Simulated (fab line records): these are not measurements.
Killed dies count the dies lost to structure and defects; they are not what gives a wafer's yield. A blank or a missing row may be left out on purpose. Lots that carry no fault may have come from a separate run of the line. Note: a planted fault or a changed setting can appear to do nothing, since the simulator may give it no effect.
fab line records :: flow gf180mcu
[record]
  lots = 6
  wafers = 18
  last-day = 34
route steps=602 shown MIM@519 M5@526
lots untouched by any fault: they come from a run of this same line in which no faults occurred
start-h: hours from the record's first day to the start of the lot's first wafer shown :: wait-h: hours elapsed since this lot's preceding step :: " repeats the value in the row above :: L1.1+2: several wafers, shown together as one row :: - no value present, or no start provided :: * or withheld: withheld :: < > ~ a bound
route shown NAME@n: a module of which the file shows steps, and the number in the route of the first :: usual: mean/standard deviation taken from wafers without a fault :: same: alike in all rows :: chamber/n: place in a boat :: sites: the reading at each site :: _std_site: how widely they spread, as a standard deviation :: _edge_site: the outer-site mean with the inner-site mean subtracted :: radius-mm: for every site, how far away it sits from the centre of the wafer :: mask NAME#n: copy n :: behind: the tool/chamber that last shaped the wafer :: hold: reason for holding the lot/hours on hold/outcome of the hold :: device: names the non-switching transistor (n, p or np) :: end of line: the tests these same wafers got at the end of their route :: where a step has no rows: the recipe by itself :: killed: not the wafer's yield, but the dies lost to structure and defects at the first sort :: map: shows each die of a wafer: x if killed, . if not, _ if none is there
set.NAME: the setting as run; set.NAME@STEP: as run at that earlier step :: model.NAME: the simulator's own value behind a step, which no gauge read
certain route steps with their lots: each step a table, each wafer a row
services: when a tool's chamber went out of use (start-h, in hours from the record's first day, below 0 if earlier), for how many hours, and the reason
[[steps]]
[step GF_MIM_EXPOSE_16]
[recipe]
  mask-id = FuseTop
  target-cd-nm = 2000
  na = 0.6
  source-shape = conventional
  sigma-outer = 0.6
  dose-mj = 140
[step GF_MIM_PEB_17]
[recipe]
  temp-c = withheld
  time-s = *
  resist = NOVOLAK
[step GF_MIM_DEVELOP_18]
[recipe]
  develop-time-s = 60
  dev-temp-c = 23
[step GF_MIM_METAL_ETCH_19]
[recipe]
  chemistry = Cl2/BCl3
  mask-material = NOVOLAK
  stop-on = Si3N4
  target-depth-nm = 324.5
  pressure-mtorr = 8
  icp-w = 800
  bias-w = 140
  Cl2_flow_sccm = 80
  bcl3-flow-sccm = 40
  time-s = 54.1
[usual]
  drypump-motor-current-A = 5.9/0.61
  oes-product-au = 0.941/0.0065
  throttle-valve-pct = 28.284/0.0099
lot.wafer: L353.1
tool: rie-metal-03
chamber: 1
start-h: 637.04
wait-h: 0.1
drypump-motor-current-A: 6.2
oes-product-au: 0.937
rf-hours-counter-h: 13
throttle-valve-pct: 28.309

lot.wafer: L353.5
tool: rie-metal-03
chamber: 1
start-h: 637.04
wait-h: 0.1
drypump-motor-current-A: 6.2
oes-product-au: 0.946
rf-hours-counter-h: -
throttle-valve-pct: 28.280

lot.wafer: L353.6
tool: rie-metal-03
chamber: 0
start-h: 637.04
wait-h: 0.1
drypump-motor-current-A: 6.2
oes-product-au: 0.944
rf-hours-counter-h: -
throttle-valve-pct: 28.280

lot.wafer: L354.1
tool: rie-metal-02
chamber: 1
start-h: 643.24
wait-h: 0.1
drypump-motor-current-A: 6.0
oes-product-au: 0.931
rf-hours-counter-h: 10
throttle-valve-pct: 28.289

lot.wafer: L354.3
tool: rie-metal-02
chamber: 1
start-h: 643.24
wait-h: 0.1
drypump-motor-current-A: 6.0
oes-product-au: 0.937
rf-hours-counter-h: -
throttle-valve-pct: 28.284

lot.wafer: L354.5
tool: rie-metal-02
chamber: 0
start-h: 643.24
wait-h: 0.1
drypump-motor-current-A: 4.8
oes-product-au: 0.937
rf-hours-counter-h: -
throttle-valve-pct: 28.291

lot.wafer: L355.2
tool: rie-metal-02
chamber: 1
start-h: 652.63
wait-h: 0.1
drypump-motor-current-A: 6.0
oes-product-au: 0.941
rf-hours-counter-h: 10
throttle-valve-pct: 28.279

lot.wafer: L355.3
tool: rie-metal-02
chamber: 1
start-h: 652.63
wait-h: 0.1
drypump-motor-current-A: 6.0
oes-product-au: 0.938
rf-hours-counter-h: -
throttle-valve-pct: 28.287

lot.wafer: L355.5
tool: rie-metal-02
chamber: 1
start-h: 652.63
wait-h: 0.1
drypump-motor-current-A: 6.0
oes-product-au: 0.939
rf-hours-counter-h: -
throttle-valve-pct: 28.289

lot.wafer: L366.3
tool: rie-metal-02
chamber: 0
start-h: 724.01
wait-h: 0.1
drypump-motor-current-A: 4.8
oes-product-au: 0.933
rf-hours-counter-h: -
throttle-valve-pct: 28.284

lot.wafer: L366.4
tool: rie-metal-02
chamber: 1
start-h: 724.01
wait-h: 0.1
drypump-motor-current-A: 6.0
oes-product-au: 0.935
rf-hours-counter-h: -
throttle-valve-pct: 28.284

lot.wafer: L366.5
tool: rie-metal-02
chamber: 0
start-h: 724.01
wait-h: 0.1
drypump-motor-current-A: 4.8
oes-product-au: 0.942
rf-hours-counter-h: -
throttle-valve-pct: 28.280

lot.wafer: L367.1
tool: rie-metal-02
chamber: 0
start-h: 728.09
wait-h: 0.1
drypump-motor-current-A: 4.8
oes-product-au: 0.923
rf-hours-counter-h: 10
throttle-valve-pct: 28.288

lot.wafer: L367.3
tool: rie-metal-02
chamber: 1
start-h: 728.09
wait-h: 0.1
drypump-motor-current-A: 6.0
oes-product-au: 0.943
rf-hours-counter-h: -
throttle-valve-pct: 28.283

lot.wafer: L367.6
tool: rie-metal-02
chamber: 1
start-h: 728.09
wait-h: 0.1
drypump-motor-current-A: 6.0
oes-product-au: 0.929
rf-hours-counter-h: -
throttle-valve-pct: 28.282

lot.wafer: L369.2
tool: rie-metal-02
chamber: 0
start-h: 743.88
wait-h: 0.1
drypump-motor-current-A: 4.8
oes-product-au: 0.944
rf-hours-counter-h: 11
throttle-valve-pct: 28.286

lot.wafer: L369.5
tool: rie-metal-02
chamber: 1
start-h: 743.88
wait-h: 0.1
drypump-motor-current-A: 6.0
oes-product-au: 0.941
rf-hours-counter-h: -
throttle-valve-pct: 28.282

lot.wafer: L369.6
tool: rie-metal-02
chamber: 0
start-h: 743.88
wait-h: 0.1
drypump-motor-current-A: 4.8
oes-product-au: 0.953
rf-hours-counter-h: -
throttle-valve-pct: 28.286
[step GF_MIM_STRIP_20]
[recipe]
  chemistry = O2/N2
  power-w = 1400
  pressure-mtorr = 1500
  platen-temp-c = 250
  o2-flow-sccm = 3000
  n2-flow-sccm = 300
  overash-fraction = 0.5
[usual]
  drypump-motor-current-A = 5.86/0.23
  heater-power-w = 329/13
  o2-flow-sccm = 3000/8.9
  oes-product-au = 0.692/0.0044
  platen-temp-c = 250.00/0.18
  strip-time-to-endpoint-s = 11.20/0.041
[same]
  overash-fraction = 0.5
lot.wafer: L353.1
tool: plasma-asher-02
chamber: 1
start-h: 637.11
wait-h: 0.0
drypump-motor-current-A: 6.10
heater-power-w: 323
o2-flow-sccm: 3003
oes-product-au: 0.689
platen-temp-c: 249.85
rf-hours-counter-h: 84
strip-time-to-endpoint-s: 11.15

lot.wafer: L353.5
tool: plasma-asher-02
chamber: 1
start-h: 637.11
wait-h: 0.0
drypump-motor-current-A: 6.06
heater-power-w: 322
o2-flow-sccm: 2995
oes-product-au: 0.691
platen-temp-c: 249.96
rf-hours-counter-h: -
strip-time-to-endpoint-s: 11.15

lot.wafer: L353.6
tool: plasma-asher-02
chamber: 0
start-h: 637.11
wait-h: 0.0
drypump-motor-current-A: 5.59
heater-power-w: 350
o2-flow-sccm: 2989
oes-product-au: 0.685
platen-temp-c: 250.01
rf-hours-counter-h: -
strip-time-to-endpoint-s: 11.19

lot.wafer: L354.1
tool: plasma-asher-02
chamber: 1
start-h: 643.31
wait-h: 0.0
drypump-motor-current-A: 6.05
heater-power-w: 311
o2-flow-sccm: 3012
oes-product-au: 0.690
platen-temp-c: 250.07
rf-hours-counter-h: 85
strip-time-to-endpoint-s: 11.26

lot.wafer: L354.3
tool: plasma-asher-02
chamber: 0
start-h: 643.31
wait-h: 0.0
drypump-motor-current-A: 5.60
heater-power-w: 341
o2-flow-sccm: 3013
oes-product-au: 0.699
platen-temp-c: 249.95
rf-hours-counter-h: -
strip-time-to-endpoint-s: 11.26

lot.wafer: L354.5
tool: plasma-asher-02
chamber: 0
start-h: 643.31
wait-h: 0.0
drypump-motor-current-A: 5.59
heater-power-w: 352
o2-flow-sccm: 3009
oes-product-au: 0.690
platen-temp-c: 249.94
rf-hours-counter-h: -
strip-time-to-endpoint-s: 11.20

lot.wafer: L355.2
tool: plasma-asher-02
chamber: 0
start-h: 652.70
wait-h: 0.0
drypump-motor-current-A: 5.57
heater-power-w: 351
o2-flow-sccm: 3010
oes-product-au: 0.691
platen-temp-c: 250.11
rf-hours-counter-h: 86
strip-time-to-endpoint-s: 11.19

lot.wafer: L355.3
tool: plasma-asher-02
chamber: 1
start-h: 652.70
wait-h: 0.0
drypump-motor-current-A: 6.08
heater-power-w: 310
o2-flow-sccm: 3003
oes-product-au: 0.695
platen-temp-c: 250.17
rf-hours-counter-h: -
strip-time-to-endpoint-s: 11.17

lot.wafer: L355.5
tool: plasma-asher-02
chamber: 0
start-h: 652.70
wait-h: 0.0
drypump-motor-current-A: 5.58
heater-power-w: 345
o2-flow-sccm: 3019
oes-product-au: 0.694
platen-temp-c: 250.29
rf-hours-counter-h: -
strip-time-to-endpoint-s: 11.21

lot.wafer: L366.3
tool: plasma-asher-04
chamber: 1
start-h: 724.09
wait-h: 0.1
drypump-motor-current-A: 5.58
heater-power-w: 333
o2-flow-sccm: 3007
oes-product-au: 0.693
platen-temp-c: 249.87
rf-hours-counter-h: -
strip-time-to-endpoint-s: 11.19

lot.wafer: L366.4
tool: plasma-asher-04
chamber: 0
start-h: 724.09
wait-h: 0.1
drypump-motor-current-A: 5.70
heater-power-w: 325
o2-flow-sccm: 3000
oes-product-au: 0.693
platen-temp-c: 249.74
rf-hours-counter-h: -
strip-time-to-endpoint-s: 11.20

lot.wafer: L366.5
tool: plasma-asher-04
chamber: 0
start-h: 724.09
wait-h: 0.1
drypump-motor-current-A: 5.68
heater-power-w: 324
o2-flow-sccm: 3001
oes-product-au: 0.683
platen-temp-c: 250.02
rf-hours-counter-h: -
strip-time-to-endpoint-s: 11.16

lot.wafer: L367.1
tool: plasma-asher-03
chamber: 0
start-h: 728.16
wait-h: 0.0
drypump-motor-current-A: 5.84
heater-power-w: 322
o2-flow-sccm: 2988
oes-product-au: 0.686
platen-temp-c: 249.80
rf-hours-counter-h: 113
strip-time-to-endpoint-s: 11.19

lot.wafer: L367.3
tool: plasma-asher-03
chamber: 0
start-h: 728.16
wait-h: 0.0
drypump-motor-current-A: 5.83
heater-power-w: 319
o2-flow-sccm: 3009
oes-product-au: 0.695
platen-temp-c: 249.84
rf-hours-counter-h: -
strip-time-to-endpoint-s: 11.19

lot.wafer: L367.6
tool: plasma-asher-03
chamber: 1
start-h: 728.16
wait-h: 0.0
drypump-motor-current-A: 6.15
heater-power-w: 334
o2-flow-sccm: 2982
oes-product-au: 0.687
platen-temp-c: 250.00
rf-hours-counter-h: -
strip-time-to-endpoint-s: 11.19

lot.wafer: L369.2
tool: plasma-asher-04
chamber: 1
start-h: 743.95
wait-h: 0.0
drypump-motor-current-A: 5.59
heater-power-w: 328
o2-flow-sccm: 3007
oes-product-au: 0.690
platen-temp-c: 250.16
rf-hours-counter-h: 32
strip-time-to-endpoint-s: 11.29

lot.wafer: L369.5
tool: plasma-asher-04
chamber: 1
start-h: 743.95
wait-h: 0.0
drypump-motor-current-A: 5.59
heater-power-w: 331
o2-flow-sccm: 3012
oes-product-au: 0.689
platen-temp-c: 249.91
rf-hours-counter-h: -
strip-time-to-endpoint-s: 11.29

lot.wafer: L369.6
tool: plasma-asher-04
chamber: 0
start-h: 743.95
wait-h: 0.0
drypump-motor-current-A: 5.70
heater-power-w: 319
o2-flow-sccm: 3001
oes-product-au: 0.695
platen-temp-c: 250.15
rf-hours-counter-h: -
strip-time-to-endpoint-s: 11.27
[step GF_MIM_STRIP_21]
[recipe]
  chemistry = post-etch-residue-remover
  time-s = 1200
  temp-c = 72.5
[step GF_MIM_CLEAN_22]
[recipe]
  chemistry = DIW
  dry = n2-spin
[step GF_M5_DEHYDRATE_00]
[recipe]
  temp-c = 200
  time-s = 60
[step GF_M5_HMDS_01]
[recipe]
  prime-time-s = 60
  prime-temp-c = 120
[step GF_M5_COAT_02]
[recipe]
  resist = KrF
  spin-rpm = withheld
  resist-thk-nm = 1000
[step GF_M5_SOFTBAKE_03]
[recipe]
  temp-c = 130
  time-s = 60
  resist = KrF
[step GF_M5_EXPOSE_04]
[recipe]
  mask-id = Metal5
  target-cd-nm = 280
  na = 0.68
  source-shape = conventional
  sigma-outer = 0.6
  dose-mj = 28
[step GF_M5_PEB_05]
[recipe]
  peb-temp-c = 135
  peb-time-s = 90
  resist = KrF
[usual]
  chill-plate-temp-C = 23.00/0.12
  exhaust-pa = 45.1/0.85
lot.wafer: L353.1
tool: litho-track-01
chamber: -
start-h: 657.16
wait-h: -
chill-plate-temp-C: -
exhaust-pa: -

lot.wafer: L353.5
tool: litho-track-01
chamber: -
start-h: 657.16
wait-h: -
chill-plate-temp-C: -
exhaust-pa: -

lot.wafer: L353.6
tool: litho-track-01
chamber: -
start-h: 657.16
wait-h: -
chill-plate-temp-C: -
exhaust-pa: -

lot.wafer: L354.1
tool: litho-track-03
chamber: -
start-h: 662.95
wait-h: -
chill-plate-temp-C: -
exhaust-pa: -

lot.wafer: L354.3
tool: litho-track-03
chamber: -
start-h: 662.95
wait-h: -
chill-plate-temp-C: -
exhaust-pa: -

lot.wafer: L354.5
tool: litho-track-03
chamber: -
start-h: 662.95
wait-h: -
chill-plate-temp-C: -
exhaust-pa: -

lot.wafer: L355.2
tool: litho-track-03
chamber: 0
start-h: 671.83
wait-h: -
chill-plate-temp-C: 23.17
exhaust-pa: 44.8

lot.wafer: L355.3
tool: litho-track-03
chamber: 0
start-h: 671.83
wait-h: -
chill-plate-temp-C: 23.03
exhaust-pa: 44.7

lot.wafer: L355.5
tool: litho-track-03
chamber: 0
start-h: 671.83
wait-h: -
chill-plate-temp-C: 23.22
exhaust-pa: 45.0

lot.wafer: L366.3
tool: litho-track-02
chamber: 0
start-h: 741.50
wait-h: -
chill-plate-temp-C: 23.00
exhaust-pa: 44.2

lot.wafer: L366.4
tool: litho-track-02
chamber: 0
start-h: 741.50
wait-h: -
chill-plate-temp-C: 23.05
exhaust-pa: 44.6

lot.wafer: L366.5
tool: litho-track-02
chamber: 0
start-h: 741.50
wait-h: -
chill-plate-temp-C: 23.04
exhaust-pa: 45.9

lot.wafer: L367.1
tool: litho-track-03
chamber: 0
start-h: 745.70
wait-h: -
chill-plate-temp-C: 22.85
exhaust-pa: 43.9

lot.wafer: L367.3
tool: litho-track-03
chamber: 0
start-h: 745.70
wait-h: -
chill-plate-temp-C: 22.92
exhaust-pa: 44.8

lot.wafer: L367.6
tool: litho-track-03
chamber: 0
start-h: 745.70
wait-h: -
chill-plate-temp-C: 22.81
exhaust-pa: 45.0

lot.wafer: L369.2
tool: litho-track-01
chamber: 0
start-h: 760.25
wait-h: -
chill-plate-temp-C: 23.04
exhaust-pa: 44.1

lot.wafer: L369.5
tool: litho-track-01
chamber: 0
start-h: 760.25
wait-h: -
chill-plate-temp-C: 22.99
exhaust-pa: 44.9

lot.wafer: L369.6
tool: litho-track-01
chamber: 0
start-h: 760.25
wait-h: -
chill-plate-temp-C: 22.91
exhaust-pa: 45.5
[step GF_M5_DEVELOP_06]
[recipe]
  develop-time-s = 60
  dev-temp-c = 21
[[services]]
tool: rie-metal-03
chamber: -
start-h: 641.76
hours: 0.7
kind: repair

tool: rie-metal-03
chamber: 1
start-h: 660.60
hours: 1.8
kind: repair

tool: plasma-asher-04
chamber: -
start-h: 677.41
hours: 2.3
kind: repair

tool: rie-metal-02
chamber: 1
start-h: 700.70
hours: -
kind: clean

tool: rie-metal-02
chamber: 1
start-h: 700.70
hours: 18.9
kind: scheduled-down

tool: rie-metal-02
chamber: 1
start-h: 700.70
hours: 18.9
kind: vent-cycle

tool: plasma-asher-03
chamber: -
start-h: 717.22
hours: 3.5
kind: repair

tool: plasma-asher-03
chamber: -
start-h: 733.75
hours: 9.0
kind: pm

tool: plasma-asher-03
chamber: 0
start-h: 733.75
hours: 9.0
kind: vent-cycle

tool: plasma-asher-03
chamber: 1
start-h: 733.75
hours: 9.0
kind: vent-cycle

tool: rie-metal-03
chamber: 1
start-h: 740.18
hours: -
kind: clean

tool: rie-metal-03
chamber: 1
start-h: 740.18
hours: 16.1
kind: scheduled-down

tool: rie-metal-03
chamber: 1
start-h: 740.18
hours: 16.1
kind: vent-cycle

tool: plasma-asher-03
chamber: 0
start-h: 742.75
hours: -
kind: clean

tool: plasma-asher-03
chamber: 1
start-h: 742.75
hours: -
kind: clean
[[key]]
[first-sign]
  step = GF_M5_PEB_05
  reading = tool-record
  direction = missing
effect none on later readings
met-at GF_M5_PEB_05
struck-wafers L353.1,L353.5,L353.6,L354.1,L354.3,L354.5
later-rows-left-out L353.1,L353.5,L353.6,L354.1,L354.3,L354.5
sort-left-out L353.1,L353.5,L353.6,L354.1,L354.3,L354.5
tester-left-out L354
[earlier-fault]
  kind = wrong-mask
  tool = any
  chamber = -
  onset-h = 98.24
  steps = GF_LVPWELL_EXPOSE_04
  aux-copy = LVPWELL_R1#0
  cd-offset-nm = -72
  scope = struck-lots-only
[fault]
  kind = skipped-step-whole
  tool = litho-track-01,litho-track-03
  chamber = -
  onset-h = 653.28
  steps = GF_M5_PEB_05
  scope = struck-lots-only
// tester-left-out: of these lots the tester's yield and bins aren't shown, on N5 and GAA mostly nor the transistor test; their killed dies are dies lost to structure and defects alone, not to doping, threshold or leakage, so they don't give the yield
// sort-left-out: the simulated sort isn't trusted on such a fault, so these wafers' sort isn't shown, and their yield isn't known
// later-rows-left-out: the simulator's readings of these wafers behind a module that went badly wrong aren't trusted and aren't shown, but for the sort
